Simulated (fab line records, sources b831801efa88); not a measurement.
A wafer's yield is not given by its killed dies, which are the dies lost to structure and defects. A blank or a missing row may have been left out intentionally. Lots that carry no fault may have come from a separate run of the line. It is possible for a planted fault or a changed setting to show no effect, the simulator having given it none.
One fault seen from 2 desks ; flow sfq_line ; numbers are kept per desk, each desk with only its own; the story behind them comes last

== THE TOOL OWNER'S DESK: rie_diel-04 ==
The tool's own readings at SFQ_TRILAYER_I7_VIA_ETCH_VIA_ETCH_190 (etches SiO2 in CHF3, stops on Nb, target depth 260 nm): means of the sampled wafers that have a number, for each lot that ran on this tool. Marked OUT: a lot whose mean sits more than 4 standard deviations from the usual mean, which makes it out of limits; the brackets give that distance.
Columns: A = drypump_motor_current_A at SFQ_TRILAYER_I7_VIA_ETCH_VIA_ETCH_190, usual 5.8 A; B = oes_product_au at SFQ_TRILAYER_I7_VIA_ETCH_VIA_ETCH_190, usual 0.862 a.u.; C = rf_fwd_power_W at SFQ_TRILAYER_I7_VIA_ETCH_VIA_ETCH_190, usual 498.4 W
lot;first seen here;A;B;C
L251;day 89 07:03;5.9;0.858;498.2
L256;day 90 02:11;5.7;0.862;498.6
L258;day 90 11:47;5.5;0.859;498.8
L259;day 91 00:40;5.9;0.862;417.0 (-48) OUT
L262;day 91 04:47;5.8;0.862;417.5 (-48) OUT
Finding of this desk: L259, L262 out of limits; the first was L259 at day 91 00:40, on rf_fwd_power_W at SFQ_TRILAYER_I7_VIA_ETCH_VIA_ETCH_190. L251, L256, L258: within limits.

== THE METROLOGY DESK ==
What the gauges read, lot by lot, whatever tool the lot ran on: means of the sampled wafers that have a number. Marked OUT: a lot whose mean sits more than 4 standard deviations from the usual mean, which makes it out of limits; the brackets give that distance.
Columns: A = I7_OVL at SFQ_I7_OVL_MEAS_947, usual -2 nm
lot;first seen here;A
L244;day 86 21:28;3
L246;day 87 06:40;-2
L249;day 88 08:00;5
L250;day 89 04:31;-5
L251;day 89 06:56;-13
L254;day 89 17:43;-9
L255;day 89 22:31;-4
L256;day 90 02:07;5
L258;day 90 11:43;3
L259;day 91 00:36;-5
L260;day 91 01:48;1
L261;day 91 03:30;9
L262;day 91 04:42;-4
L264;day 92 10:16;-9
This desk found nothing out of limits on any of the 14 lots.

== BROUGHT TOGETHER ==
At day 91 00:40, on L259, L262, the tool owner's desk was in a position to raise an alarm.
Nothing out of limits was seen by the metrology desk.
The metrology desk has L259, L262 on record, within its limits.
All the named lots went through SFQ_TRILAYER_I7_VIA_ETCH_VIA_ETCH_190 on rie_diel-04.

== WHAT THE SIMULATOR HAD PUT IN ==
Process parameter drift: rie_diel-04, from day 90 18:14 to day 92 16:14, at SFQ_TRILAYER_I7_VIA_ETCH_VIA_ETCH_190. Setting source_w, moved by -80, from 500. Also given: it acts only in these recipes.
Lots struck among those shown: L259, L262.
Delay in hours, fault start to first out-of-limits reading, by desk: the tool owner's desk at 6.
